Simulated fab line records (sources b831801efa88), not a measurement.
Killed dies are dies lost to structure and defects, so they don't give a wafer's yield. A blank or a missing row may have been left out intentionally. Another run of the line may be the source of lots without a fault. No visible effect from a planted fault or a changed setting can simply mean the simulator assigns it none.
fab line records	flow sky130
record lots=7	wafers=21	last-day=50
route steps=708 shown PWDE@53 NWELL@56 PAD_OPEN@708
lots with no fault: from the same line, run without faults
start-h: the number of hours between the record's first day and the start of the first shown wafer of the lot	wait-h: hours since the lot's step before	" the same as in the row above	L1.1+2: several wafers, shown together as one row	- value missing, or start not given	* or withheld: withheld	< > ~ a bound
route shown NAME@n: names a module that has steps shown in the file, with the first one's number in the route	usual: the fault-free wafers' mean and standard deviation	same: alike in all rows	chamber/n: place in a boat	sites: each site's reading	_std_site: standard deviation of those values	_edge_site: mean of outer sites minus mean of inner sites	radius-mm: how far each site lies from the wafer's centre	mask NAME#n: copy n	behind: the most recent tool/chamber to have shaped the wafer	hold: cause of the lot's hold/its duration in hours/its outcome	device: the n, p or np transistor that did not switch	end of line: the tests these same wafers got at the end of their route	a step without rows: its recipe alone	killed: count of dies lost to structure and defects at first sort (not the wafer's yield)	map: per-die view of a wafer (x killed, . not killed, _ where there is no die)
set.NAME: the setting that was run; set.NAME@STEP: the one run at that earlier step	model.NAME: the simulator's own value behind a step, which no gauge read
lots at selected steps of the route; one table per step, one row per wafer
services: when a tool's chamber went out of use (start-h, in hours from the record's first day, below 0 if earlier), for how many hours, and the reason
## steps
# step SKY_PWDE_IMPLANT_08
# recipe species=B	energy-kev=150	dose-cm2=3.6e+12	tilt-deg=withheld
# step SKY_PWDE_STRIP_09
# recipe chemistry=O2/N2	power-w=1400	pressure-mtorr=1500	platen-temp-c=withheld	o2-flow-sccm=3000	n2-flow-sccm=300	overash-fraction=0.5
# usual drypump-motor-current-A=5.5/0.4	oes-product-au=0.722/0.0047	strip-time-to-endpoint-s=36.95/0.11
lot.wafer	tool	chamber	start-h	wait-h	drypump-motor-current-A	oes-product-au	rf-hours-counter-h	strip-time-to-endpoint-s
L485.3	plasma-asher-01	1	68.95	0.1	5.1	0.718	-	37.16
L485.5	"	0	"	"	5.9	0.716	-	37.04
L485.6	"	1	"	"	5.1	0.722	-	37.07
L496.1	plasma-asher-04	1	130.73	0.1	5.0	0.726	43	36.84
L496.2	"	0	"	"	5.9	0.728	43	36.83
L496.6	"	0	"	"	5.9	0.730	-	37.00
L503.2	plasma-asher-01	1	175.28	0.1	5.1	0.718	38	37.01
L503.4	"	1	"	"	5.1	0.711	-	37.03
L503.6	"	0	"	"	5.9	0.726	-	37.07
L504.1	plasma-asher-01	1	179.16	0.1	5.1	0.725	38	37.00
L504.2	"	0	"	"	5.9	0.729	38	37.03
L504.6	"	1	"	"	5.1	0.719	-	37.04
L505.3	plasma-asher-04	0	180.56	0.1	5.9	0.728	-	36.93
L505.4	"	1	"	"	5.0	0.710	-	36.89
L505.6	"	1	"	"	5.0	0.724	-	36.84
L506.1	plasma-asher-01	0	198.21	0.1	5.9	0.723	40	36.84
L506.4	"	1	"	"	5.1	0.713	-	36.92
L506.6	"	0	"	"	5.8	0.719	-	36.94
L508.3	plasma-asher-01	0	205.79	0.1	5.9	0.728	-	36.84
L508.4	"	1	"	"	5.1	0.724	-	36.82
L508.6	"	1	"	"	5.1	0.715	-	36.82
# step SKY_PWDE_TW_MEAS_10
# usual PWDE_TW=375/4.7
lot.wafer	tool	chamber	start-h	wait-h	PWDE_TW
L485.3	film-metro-03	-	69.03	0.1	376
L485.5	"	-	"	"	374
L485.6	"	-	"	"	376
L496.1	film-metro-02	-	130.83	0.1	379
L496.2	"	-	"	"	381
L496.6	"	-	"	"	379
L503.2	film-metro-04	-	175.39	0.1	369
L503.4	"	-	"	"	367
L503.6	"	-	"	"	369
L504.1	film-metro-02	-	179.26	0.1	379
L504.2	"	-	"	"	377
L504.6	"	-	"	"	378
L505.3	film-metro-04	-	180.65	0.1	366
L505.4	"	-	"	"	367
L505.6	"	-	"	"	368
L506.1	film-metro-04	-	198.31	0.1	368
L506.4	"	-	"	"	371
L506.6	"	-	"	"	369
L508.3	film-metro-03	-	205.88	0.1	378
L508.4	"	-	"	"	378
L508.6	"	-	"	"	378
# step SKY_NWELL_DEHYDRATE_03
# recipe temp-c=200	time-s=60
# step SKY_NWELL_HMDS_04
# recipe prime-time-s=60	prime-temp-c=120
# step SKY_NWELL_COAT_05
# recipe spin-rpm=2000	resist-thk-nm=3000
# step SKY_NWELL_SOFTBAKE_06
# recipe temp-c=110	time-s=withheld
# step SKY_NWELL_EXPOSE_07
# recipe mask-id=NWM	na=0.6	source-shape=conventional	sigma-outer=0.6	polarization=unpolarized	target-cd-nm=840	dose-mj=255
# step SKY_NWELL_PEB_08
# recipe temp-c=115	time-s=withheld
# step SKY_NWELL_DEVELOP_09
# recipe wall-angle-deg=90	developer=TMAH	develop-time-s=60	dev-temp-c=23
# step SKY_NWELL_OVL_MEAS_10
# usual NWELL_00_OVL=0.4/1.1
lot.wafer	tool	chamber	start-h	wait-h	NWELL_00_OVL[nm]
L485.3	overlay-01	-	86.65	-	-0.6
L485.5	"	-	"	"	0.2
L485.6	"	-	"	"	0.3
L496.1	overlay-01	-	150.48	-	-0.1
L496.2	"	-	"	"	1.2
L496.6	"	-	"	"	0.6
L503.2	overlay-01	-	195.74	-	-0.5
L503.4	"	-	"	"	-0.5
L503.6	"	-	"	"	0.1
L504.1	overlay-01	-	199.87	-	0.9
L504.2	"	-	"	"	1.8
L504.6	"	-	"	"	-0.1
L505.3	overlay-01	-	201.10	-	-0.2
L505.4	"	-	"	"	-0.6
L505.6	"	-	"	"	-2.7
L506.1	overlay-01	-	220.09	-	0.8
L506.4	"	-	"	"	1.8
L506.6	"	-	"	"	0.9
L508.3	overlay-01	-	228.40	-	-0.5
L508.4	"	-	"	"	-0.4
L508.6	"	-	"	"	-1.1
# step SKY_NWELL_IMPLANT_11
# recipe species=P	energy-kev=400	dose-cm2=1.934e+13	tilt-deg=withheld
# step SKY_NWELL_IMPLANT_12
# recipe species=P	energy-kev=120	dose-cm2=1.3e+12	tilt-deg=withheld
# usual dose-ions-cm2=1.3001e+12/1.6e+09	faraday-current-uA=7.33/0.15
lot.wafer	tool	chamber	start-h	wait-h	dose-ions-cm2	faraday-current-uA
L485.3	implanter-01	0	86.88	0.1	1.3013e+12	7.38
L485.5	"	0	"	"	1.3005e+12	7.32
L485.6	"	0	"	"	1.3013e+12	7.41
L496.1	implanter-01	0	150.67	0.1	1.3009e+12	7.31
L496.2	"	0	"	"	1.3001e+12	7.44
L496.6	"	0	"	"	1.2984e+12	7.58
L503.2	implanter-01	0	195.94	0.1	1.4611e+12	8.06
L503.4	"	0	"	"	1.4633e+12	8.20
L503.6	"	0	"	"	1.4648e+12	8.25
L504.1	implanter-01	0	200.06	0.1	1.4661e+12	8.39
L504.2	"	0	"	"	1.4633e+12	8.16
L504.6	"	0	"	"	1.4629e+12	8.25
L505.3	implanter-01	0	201.33	0.1	1.4667e+12	7.98
L505.4	"	0	"	"	1.4655e+12	8.11
L505.6	"	0	"	"	1.4648e+12	8.27
L506.1	implanter-04	0	220.28	0.1	1.3024e+12	7.14
L506.4	"	0	"	"	1.3013e+12	7.32
L506.6	"	0	"	"	1.298e+12	7.36
L508.3	implanter-03	0	228.63	0.1	1.2987e+12	7.19
L508.4	"	0	"	"	1.3013e+12	7.52
L508.6	"	0	"	"	1.3019e+12	7.48
# step SKY_NWELL_IMPLANT_13
# recipe species=P	energy-kev=50	dose-cm2=7e+11	tilt-deg=withheld
# step SKY_NWELL_STRIP_14
# recipe chemistry=O2/N2	power-w=1400	pressure-mtorr=1500	platen-temp-c=withheld	o2-flow-sccm=3000	n2-flow-sccm=300	overash-fraction=0.5
# usual drypump-motor-current-A=5.6/0.45	oes-product-au=0.722/0.0043	strip-time-to-endpoint-s=36.88/0.08
lot.wafer	tool	chamber	start-h	wait-h	drypump-motor-current-A	oes-product-au	rf-hours-counter-h	strip-time-to-endpoint-s
L485.3	plasma-asher-04	1	87.16	0.1	5.0	0.716	-	36.86
L485.5	"	1	"	"	5.0	0.726	-	36.74
L485.6	"	0	"	"	5.9	0.720	-	36.83
L496.1	plasma-asher-01	0	150.97	0.1	5.8	0.725	35	36.83
L496.2	"	1	"	"	5.1	0.725	35	36.93
L496.6	"	1	"	"	5.1	0.724	-	36.94
L503.2	plasma-asher-04	0	196.22	0.1	5.9	0.726	49	37.04
L503.4	"	0	"	"	5.9	0.726	-	36.95
L503.6	"	1	"	"	5.0	0.725	-	36.96
L504.1	plasma-asher-04	1	200.36	0.1	4.9	0.720	50	36.87
L504.2	"	0	"	"	5.9	0.719	50	36.77
L504.6	"	1	"	"	5.0	0.718	-	36.83
L505.3	plasma-asher-03	1	201.61	0.1	5.7	0.723	-	36.88
L505.4	"	0	"	"	6.2	0.711	-	36.97
L505.6	"	0	"	"	6.2	0.724	-	37.00
L506.1	plasma-asher-01	0	220.58	0.1	5.9	0.721	42	36.88
L506.4	"	1	"	"	5.1	0.725	-	36.84
L506.6	"	1	"	"	5.1	0.724	-	36.79
L508.3	plasma-asher-03	0	228.91	0.1	6.2	0.722	-	36.77
L508.4	"	1	"	"	5.7	0.720	-	36.89
L508.6	"	0	"	"	6.2	0.727	-	36.82
# step SKY_NWELL_TW_MEAS_15
# usual NWELL_TW=1834/27
lot.wafer	tool	chamber	start-h	wait-h	NWELL_TW
L485.3	film-metro-02	-	87.25	0.1	1834
L485.5	"	-	"	"	1839
L485.6	"	-	"	"	1831
L496.1	film-metro-04	-	151.07	0.1	1802
L496.2	"	-	"	"	1794
L496.6	"	-	"	"	1796
L503.2	film-metro-03	-	196.33	0.1	1856
L503.4	"	-	"	"	1849
L503.6	"	-	"	"	1867
L504.1	film-metro-02	-	200.46	0.1	1853
L504.2	"	-	"	"	1857
L504.6	"	-	"	"	1855
L505.3	film-metro-03	-	201.70	0.1	1857
L505.4	"	-	"	"	1859
L505.6	"	-	"	"	1853
L506.1	film-metro-04	-	220.68	0.1	1799
L506.4	"	-	"	"	1800
L506.6	"	-	"	"	1794
L508.3	film-metro-03	-	229.00	0.1	1853
L508.4	"	-	"	"	1851
L508.6	"	-	"	"	1854
# step SKY_NWELL_DEHYDRATE_16
# recipe temp-c=200	time-s=60
# step SKY_NWELL_HMDS_17
# recipe prime-time-s=60	prime-temp-c=120
# step SKY_NWELL_COAT_18
# recipe spin-rpm=2000	resist-thk-nm=3000
# step SKY_NWELL_SOFTBAKE_19
# recipe temp-c=110	time-s=withheld
# step SKY_NWELL_EXPOSE_20
# recipe mask-id=NWM_COMPLEMENT	na=0.6	source-shape=conventional	sigma-outer=0.6	polarization=unpolarized	target-cd-nm=840	dose-mj=260
# step SKY_NWELL_PEB_21
# recipe temp-c=115	time-s=withheld
# step SKY_NWELL_DEVELOP_22
# recipe wall-angle-deg=90	developer=TMAH	develop-time-s=60	dev-temp-c=23
# step SKY_NWELL_OVL_MEAS_23
# usual NWELL_01_OVL=0.7/1.1
lot.wafer	tool	chamber	start-h	wait-h	NWELL_01_OVL[nm]
L485.3	overlay-01	-	103.69	-	1.8
L485.5	"	-	"	"	2.1
L485.6	"	-	"	"	0.6
L496.1	overlay-01	-	170.33	-	-1.1
L496.2	"	-	"	"	0.6
L496.6	"	-	"	"	-0.3
L503.2	overlay-01	-	217.45	-	1.9
L503.4	"	-	"	"	1.9
L503.6	"	-	"	"	2.0
L504.1	overlay-02	-	221.92	-	-0.2
L504.2	"	-	"	"	-1.1
L504.6	"	-	"	"	0.5
L505.3	overlay-01	-	223.69	-	-1.7
L505.4	"	-	"	"	-0.8
L505.6	"	-	"	"	-0.6
L506.1	overlay-01	-	242.67	-	0.7
L506.4	"	-	"	"	2.0
L506.6	"	-	"	"	2.8
L508.3	overlay-02	-	251.65	-	2.1
L508.4	"	-	"	"	1.3
L508.6	"	-	"	"	0.8
# step SKY_NWELL_IMPLANT_24
# recipe species=B	energy-kev=140	dose-cm2=9.2e+12	tilt-deg=withheld
# step SKY_NWELL_STRIP_25
# recipe chemistry=O2/N2	power-w=1400	pressure-mtorr=1500	platen-temp-c=withheld	o2-flow-sccm=3000	n2-flow-sccm=300	overash-fraction=0.5
# usual drypump-motor-current-A=5.7/0.42	oes-product-au=0.723/0.0042	strip-time-to-endpoint-s=36.88/0.077
lot.wafer	tool	chamber	start-h	wait-h	drypump-motor-current-A	oes-product-au	rf-hours-counter-h	strip-time-to-endpoint-s
L485.3	plasma-asher-01	0	103.89	0.1	5.9	0.724	-	36.88
L485.5	"	1	"	"	5.1	0.722	-	36.97
L485.6	"	0	"	"	5.9	0.714	-	36.75
L496.1	plasma-asher-03	1	170.52	0.1	5.7	0.725	50	36.84
L496.2	"	0	"	"	6.2	0.723	50	37.00
L496.6	"	0	"	"	6.2	0.719	-	36.88
L503.2	plasma-asher-01	1	217.63	0.1	5.1	0.729	42	36.87
L503.4	"	1	"	"	5.1	0.723	-	36.83
L503.6	"	0	"	"	5.9	0.729	-	36.91
L504.1	plasma-asher-01	1	222.11	0.1	5.1	0.716	43	36.88
L504.2	"	0	"	"	5.9	0.726	43	36.91
L504.6	"	1	"	"	5.1	0.724	-	36.87
L505.3	plasma-asher-01	1	223.90	0.1	5.1	0.721	-	36.69
L505.4	"	0	"	"	5.9	0.717	-	36.89
L505.6	"	0	"	"	5.9	0.724	-	36.82
L506.1	plasma-asher-03	1	242.86	0.1	5.7	0.720	58	36.75
L506.4	"	0	"	"	6.2	0.724	-	36.73
L506.6	"	1	"	"	5.7	0.721	-	36.85
L508.3	plasma-asher-03	1	251.86	0.1	5.7	0.715	-	36.86
L508.4	"	0	"	"	6.2	0.728	-	36.84
L508.6	"	0	"	"	6.2	0.729	-	36.88
# step SKY_NWELL_TW_MEAS_26
# usual NWELL_2_TW=496/7
lot.wafer	tool	chamber	start-h	wait-h	NWELL_2_TW
L485.3	film-metro-03	-	103.98	0.1	500
L485.5	"	-	"	"	502
L485.6	"	-	"	"	499
L496.1	film-metro-04	-	170.62	0.1	487
L496.2	"	-	"	"	488
L496.6	"	-	"	"	488
L503.2	film-metro-02	-	217.74	0.1	500
L503.4	"	-	"	"	501
L503.6	"	-	"	"	500
L504.1	film-metro-04	-	222.21	0.1	488
L504.2	"	-	"	"	485
L504.6	"	-	"	"	489
L505.3	film-metro-02	-	224.00	0.1	497
L505.4	"	-	"	"	500
L505.6	"	-	"	"	500
L506.1	film-metro-02	-	242.96	0.1	499
L506.4	"	-	"	"	502
L506.6	"	-	"	"	498
L508.3	film-metro-03	-	251.95	0.1	501
L508.4	"	-	"	"	502
L508.6	"	-	"	"	500
# step SKY_NWELL_CLEAN_27
# recipe chemistry=SC1/SC2	mix=1:4:20	temp-c=70	time-s=150	dry=n2-spin
# step SKY_NWELL_RTA_28
# recipe temp-c=1050	time-s=30	idle-temp-c=650	ramp-up-c-per-s=150	ramp-down-c-per-s=90	ambient=N2
# usual lamp-power-pct=25.30/0.055	wafer_temp_C_max=1054.8/0.96
lot.wafer	tool	chamber	start-h	wait-h	lamp-power-pct	wafer_temp_C_max
L485.3	rtp-anneal-02	0	104.11	0.0	25.27	1053.4
L485.5	"	0	"	"	25.28	1055.0
L485.6	"	0	"	"	25.32	1056.6
L496.1	rtp-anneal-02	0	170.73	0.0	25.35	1055.4
L496.2	"	0	"	"	25.39	1055.0
L496.6	"	0	"	"	25.26	1054.9
L503.2	rtp-anneal-02	0	217.85	0.0	25.34	1054.1
L503.4	"	0	"	"	25.31	1053.9
L503.6	"	0	"	"	25.38	1055.4
L504.1	rtp-anneal-01	0	222.32	0.0	25.33	1056.9
L504.2	"	0	"	"	25.22	1055.2
L504.6	"	0	"	"	25.36	1054.9
L505.3	rtp-anneal-01	0	224.13	0.0	25.26	1054.1
L505.4	"	0	"	"	25.34	1054.9
L505.6	"	0	"	"	25.36	1054.7
L506.1	rtp-anneal-02	0	243.07	0.0	25.16	1054.9
L506.4	"	0	"	"	25.29	1053.2
L506.6	"	0	"	"	25.31	1056.5
L508.3	rtp-anneal-02	0	252.07	0.0	25.32	1053.2
L508.4	"	0	"	"	25.32	1056.6
L508.6	"	0	"	"	25.25	1053.9
# step SKY_NWELL_RS_MEAS_29
# recipe thk-meas-gauge=four-point-probe
# usual NWELL_RS=619.3/1.3
lot.wafer	tool	chamber	start-h	wait-h	NWELL_RS[ohm/sq]
L485.3	film-metro-02	-	104.22	0.1	619.2
L485.5	"	-	"	"	620.7
L485.6	"	-	"	"	622.0
L496.1	film-metro-02	-	170.94	0.2	620.9
L496.2	"	-	"	"	617.7
L496.6	"	-	"	"	620.6
L503.2	film-metro-03	-	217.96	0.1	614.6
L503.4	"	-	"	"	616.3
L503.6	"	-	"	"	613.1
L504.1	film-metro-03	-	222.42	0.1	615.2
L504.2	"	-	"	"	613.6
L504.6	"	-	"	"	614.1
L505.3	film-metro-03	-	224.23	0.1	613.1
L505.4	"	-	"	"	614.2
L505.6	"	-	"	"	613.6
L506.1	film-metro-03	-	243.17	0.1	618.8
L506.4	"	-	"	"	618.9
L506.6	"	-	"	"	617.2
L508.3	film-metro-02	-	252.18	0.1	618.4
L508.4	"	-	"	"	619.7
L508.6	"	-	"	"	618.3
# step SKY_PAD_OPEN_PROBE_99
# usual killed_at_M0_to_M3=44/7.6	killed_at_M4_up=3.2/1.7	killed-at-contacts=24/5.7	killed-at-front-end=16/3.9	killed-at-other=0.2/0.45	killed-dies=87/9.5	killed-open=47/6.9	killed-short=40/5.8
# same gross-dies=492	killed-at-back-side=0
lot.wafer	tool	chamber	start-h	wait-h	killed_at_M0_to_M3	killed_at_M4_up	killed-at-contacts	killed-at-front-end	killed-at-other	killed-dies	killed-open	killed-short	model.etest.pfet-g5v0d10v5.off-log10-a-um	model.etest.pfet-g5v0d10v5.vt-sat-v	model.etest.pfet_16v.vt-v	model.etest.pfet-g5v0d10v5.vt-v	model.etest.pfet-g5v0d10v5.vt-long-v	model.etest.pfet_01v8_lvt.vt-sat-v	model.etest.pfet_01v8_lvt.vt-v	model.etest.pfet_01v8_lvt.vt-long-v
L485.3	prober-02	-	1061.82	0.2	32	1	30	10	1	74	38	36	-12.07	-0.5871	-1.074	-0.7903	-0.9121	-0.4351	-0.5328	-0.6529
L485.5	prober-02	-	1061.92	0.2	29	1	36	13	0	79	36	43	-12.3	-0.622	-1.082	-0.8284	-0.9187	-0.4404	-0.5388	-0.6572
L485.6	prober-02	-	1061.97	0.2	52	1	25	16	0	94	41	53	-12.18	-0.5904	-1.077	-0.7997	-0.9099	-0.4441	-0.5394	-0.6582
L496.1	prober-02	-	1137.18	0.1	35	4	21	16	0	76	45	31	-11.99	-0.579	-1.054	-0.7996	-0.8956	-0.42	-0.5158	-0.6386
L496.2	prober-02	-	1137.23	0.1	42	0	17	12	1	72	36	36	-11.84	-0.5535	-1.062	-0.7733	-0.9018	-0.4234	-0.5237	-0.6427
L496.6	prober-02	-	1137.43	0.2	59	7	17	19	0	102	48	54	-11.69	-0.5569	-1.048	-0.7772	-0.8934	-0.4243	-0.5205	-0.6422
L503.2	prober-01	-	1179.00	0.1	52	3	16	15	0	86	45	41	-13.29	-0.7142	-1.158	-0.8846	-0.9772	-0.5234	-0.6059	-0.7174
L503.4	prober-01	-	1179.10	0.2	41	4	26	19	1	91	54	37	-13.38	-0.7244	-1.15	-0.8927	-0.9762	-0.5298	-0.6106	-0.7141
L503.6	prober-01	-	1179.20	0.2	41	5	32	19	0	97	56	41	-13.18	-0.7003	-1.145	-0.8699	-0.9624	-0.5174	-0.599	-0.7088
L504.1	prober-02	-	1181.85	0.1	43	1	24	12	0	80	42	38	-13.2	-0.7089	-1.157	-0.8814	-0.9753	-0.5238	-0.6009	-0.7105
L504.2	prober-02	-	1181.90	0.1	37	2	26	18	0	83	45	38	-13.29	-0.7311	-1.163	-0.9048	-0.9838	-0.5245	-0.6049	-0.7121
L504.6	prober-02	-	1182.10	0.2	38	3	22	17	0	80	41	39	-13.3	-0.6997	-1.156	-0.8725	-0.9819	-0.5201	-0.5998	-0.7072
L505.3	prober-01	-	1184.61	0.2	51	2	27	16	1	97	54	43	-13.18	-0.6989	-1.18	-0.8773	-0.9949	-0.5233	-0.608	-0.7168
L505.4	prober-01	-	1184.66	0.2	38	2	40	16	0	96	56	40	-13.19	-0.7076	-1.159	-0.886	-0.9737	-0.5221	-0.6064	-0.7149
L505.6	prober-01	-	1184.76	0.2	39	2	19	15	0	75	38	37	-13.28	-0.7172	-1.173	-0.8996	-0.9857	-0.5186	-0.601	-0.7156
L506.1	prober-02	-	1196.04	0.1	39	3	31	17	0	90	49	41	-12.25	-0.5827	-1.073	-0.7863	-0.913	-0.4624	-0.5555	-0.6718
L506.4	prober-02	-	1196.19	0.2	43	5	16	14	1	79	42	37	-12.43	-0.6221	-1.069	-0.8253	-0.9095	-0.4634	-0.5537	-0.6683
L506.6	prober-02	-	1196.29	0.2	28	3	28	9	0	68	41	27	-12.56	-0.6233	-1.087	-0.8185	-0.9155	-0.464	-0.5525	-0.671
L508.3	prober-02	-	1203.79	0.2	44	3	24	10	0	81	40	41	-13.06	-0.6917	-1.11	-0.881	-0.9399	-0.4859	-0.5705	-0.6836
L508.4	prober-02	-	1203.84	0.2	42	0	26	13	0	81	45	36	-12.77	-0.663	-1.118	-0.8574	-0.9507	-0.4799	-0.5687	-0.6862
L508.6	prober-02	-	1203.94	0.2	41	1	23	16	0	81	44	37	-12.82	-0.6702	-1.133	-0.8617	-0.9587	-0.4893	-0.5767	-0.6902
# killed by level:class
L485.3 CONTACT:geometric-particle:open=11 VIA1:geometric-particle:open=9 CONTACT:geometric-particle:short=8 LI_CONTACT:geometric-particle:open=6 VIA2:geometric-particle:short=5 VIA3:geometric-particle:open=5 POLY_GATE:geometric-particle:short=4 LOCAL_INTERCONNECT:geometric-particle:short=4
L485.5 CONTACT:geometric-particle:open=12 CONTACT:geometric-particle:short=10 LOCAL_INTERCONNECT:geometric-particle:short=7 VIA1:geometric-particle:open=6 VIA3:geometric-particle:open=6 LI_CONTACT:geometric-particle:open=5 FIELD_ISO:geometric-particle:short=4 METAL2:geometric-particle:short=4
L485.6 METAL2:geometric-particle:short=11 VIA3:geometric-particle:open=8 LOCAL_INTERCONNECT:geometric-particle:short=7 CONTACT:geometric-particle:short=7 CONTACT:geometric-particle:open=7 VIA1:geometric-particle:open=7 VIA1:geometric-particle:short=7 VIA2:geometric-particle:open=6
L496.1 VIA1:geometric-particle:open=9 LI_CONTACT:geometric-particle:open=8 VIA2:geometric-particle:open=7 FIELD_ISO:geometric-particle:open=5 POLY_GATE:geometric-particle:short=4 CONTACT:geometric-particle:open=4 LOCAL_INTERCONNECT:geometric-particle:short=4 VIA1:geometric-particle:short=4
L496.2 VIA1:geometric-particle:open=13 VIA2:geometric-particle:open=7 FIELD_ISO:geometric-particle:short=5 VIA2:geometric-particle:short=5 METAL3:geometric-particle:short=5 CONTACT:geometric-particle:open=4 LI_CONTACT:geometric-particle:open=4 METAL2:geometric-particle:short=4
L496.6 METAL1:geometric-particle:short=9 VIA1:geometric-particle:open=9 VIA3:geometric-particle:open=9 VIA1:geometric-particle:short=8 FIELD_ISO:geometric-particle:open=7 VIA2:geometric-particle:open=6 CONTACT:geometric-particle:open=6 METAL2:geometric-particle:short=6
L503.2 VIA1:geometric-particle:open=12 CONTACT:geometric-particle:open=8 VIA2:geometric-particle:open=7 METAL1:geometric-particle:short=7 VIA1:geometric-particle:short=5 POLY_GATE:geometric-particle:short=5 VIA3:geometric-particle:open=5 VIA2:geometric-particle:short=5
L503.4 VIA3:geometric-particle:open=10 CONTACT:geometric-particle:open=10 VIA1:geometric-particle:open=9 CONTACT:geometric-particle:short=6 POLY_GATE:geometric-particle:short=5 LI_CONTACT:geometric-particle:open=5 METAL1:geometric-particle:short=5 POLY_GATE:geometric-particle:open=4
L503.6 LI_CONTACT:geometric-particle:open=11 CONTACT:geometric-particle:open=11 VIA2:geometric-particle:open=10 VIA3:geometric-particle:open=8 VIA1:geometric-particle:open=6 POLY_GATE:geometric-particle:short=5 LOCAL_INTERCONNECT:geometric-particle:short=4 CONTACT:geometric-particle:short=4
L504.1 VIA1:geometric-particle:open=9 CONTACT:geometric-particle:open=8 METAL1:geometric-particle:short=8 METAL2:geometric-particle:short=6 VIA2:geometric-particle:open=6 LI_CONTACT:geometric-particle:open=5 LOCAL_INTERCONNECT:geometric-particle:short=5 POLY_GATE:geometric-particle:short=4
L504.2 CONTACT:geometric-particle:open=9 VIA1:geometric-particle:open=9 LI_CONTACT:geometric-particle:open=7 METAL1:geometric-particle:short=6 VIA3:geometric-particle:open=6 POLY_GATE:geometric-particle:short=5 POLY_GATE:geometric-particle:open=5 METAL2:geometric-particle:short=4
L504.6 METAL2:geometric-particle:short=9 CONTACT:geometric-particle:open=7 LI_CONTACT:geometric-particle:open=6 VIA3:geometric-particle:open=6 FIELD_ISO:geometric-particle:short=5 LI_CONTACT:geometric-particle:short=4 METAL1:geometric-particle:short=4 VIA1:geometric-particle:open=4
L505.3 VIA1:geometric-particle:open=17 LI_CONTACT:geometric-particle:open=13 VIA3:geometric-particle:open=8 CONTACT:geometric-particle:short=6 VIA1:geometric-particle:short=6 METAL1:geometric-particle:short=6 CONTACT:geometric-particle:open=5 VIA3:geometric-particle:short=5
L505.4 CONTACT:geometric-particle:open=17 VIA1:geometric-particle:open=10 CONTACT:geometric-particle:short=8 LI_CONTACT:geometric-particle:open=6 VIA3:geometric-particle:open=6 LOCAL_INTERCONNECT:geometric-particle:short=6 METAL1:geometric-particle:short=5 FIELD_ISO:geometric-particle:open=4
L505.6 VIA1:geometric-particle:open=7 VIA1:geometric-particle:short=7 VIA2:geometric-particle:open=7 CONTACT:geometric-particle:short=5 CONTACT:geometric-particle:open=5 METAL1:geometric-particle:short=5 FIELD_ISO:geometric-particle:short=4 FIELD_ISO:geometric-particle:open=4
L506.1 CONTACT:geometric-particle:open=15 METAL1:geometric-particle:short=9 FIELD_ISO:geometric-particle:open=8 LI_CONTACT:geometric-particle:open=8 VIA1:geometric-particle:open=8 METAL2:geometric-particle:short=6 CONTACT:geometric-particle:short=4 VIA1:geometric-particle:short=4
L506.4 VIA1:geometric-particle:open=15 CONTACT:geometric-particle:open=10 METAL1:geometric-particle:short=7 VIA2:geometric-particle:short=5 FIELD_ISO:geometric-particle:open=4 VIA3:geometric-particle:short=4 FIELD_ISO:geometric-particle:short=3 SPACER:geometric-particle:open=3
L506.6 CONTACT:geometric-particle:open=9 LI_CONTACT:geometric-particle:open=8 VIA1:geometric-particle:open=6 METAL1:geometric-particle:short=5 CONTACT:geometric-particle:short=4 VIA2:geometric-particle:open=4 FIELD_ISO:geometric-particle:short=3 POLY_GATE:geometric-particle:open=3
L508.3 CONTACT:geometric-particle:open=12 METAL2:geometric-particle:short=7 METAL1:geometric-particle:short=7 VIA1:geometric-particle:open=7 VIA2:geometric-particle:open=7 VIA3:geometric-particle:open=6 CONTACT:geometric-particle:short=5 FIELD_ISO:geometric-particle:short=4
L508.4 CONTACT:geometric-particle:open=10 VIA2:geometric-particle:open=8 LI_CONTACT:geometric-particle:open=7 METAL2:geometric-particle:short=7 VIA3:geometric-particle:open=6 VIA1:geometric-particle:short=5 VIA1:geometric-particle:open=5 FIELD_ISO:geometric-particle:open=4
L508.6 VIA1:geometric-particle:open=13 CONTACT:geometric-particle:open=11 POLY_GATE:geometric-particle:short=5 VIA1:geometric-particle:short=5 VIA2:geometric-particle:open=5 FIELD_ISO:geometric-particle:short=4 FIELD_ISO:geometric-particle:open=4 CONTACT:geometric-particle:short=4
## services
tool	chamber	start-h	hours	kind
implanter-01	-	45.27	5.5	pm
implanter-01	-	87.82	3.2	repair
implanter-01	-	96.88	1.0	repair
plasma-asher-04	-	100.58	1.7	repair
implanter-04	-	103.76	3.0	repair
rtp-anneal-02	-	112.56	3.3	pm
implanter-04	-	135.24	4.5	repair
implanter-03	-	168.81	1.9	repair
implanter-04	-	177.36	5.6	pm
plasma-asher-04	-	211.79	39.8	pm
plasma-asher-01	-	224.61	0.4	repair
implanter-03	-	230.36	0.6	repair
implanter-01	-	238.15	4.4	repair
## key
first-sign step=SKY_NWELL_IMPLANT_12	reading=dose-ions-cm2	direction=up	sigmas=99+	usual=*	struck=*
effect step=SKY_NWELL_IMPLANT_12	reading=faraday-current-uA	direction=up	sigmas=5.7	usual=7.33	struck=8.19
effect step=SKY_NWELL_RS_MEAS_29	reading=NWELL_RS	direction=down	sigmas=3.9	usual=619.3	struck=614.2
model-effect step=SKY_PAD_OPEN_PROBE_99	value=etest.pfet-g5v0d10v5.off-log10-a-um	without=-12.81	struck=-13.25
met-at SKY_NWELL_IMPLANT_12
struck-wafers L503.2,L503.4,L503.6,L504.1,L504.2,L504.6,L505.3,L505.4,L505.6
tester-left-out L503,L504,L505
onset-between 150.67 195.94
fault kind=process-parameter-drift	tool=implanter-01	chamber=-	onset-h=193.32	steps=SKY_NWELL_IMPLANT_12	channel=dose-cm2	offset=*	shape=step	end-h=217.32	acts-in=*	stated=*
# tester-left-out: of these lots the tester's yield and bins aren't shown, on N5 and GAA mostly nor the transistor test; their killed dies are dies lost to structure and defects alone, not to doping, threshold or leakage, so they don't give the yield
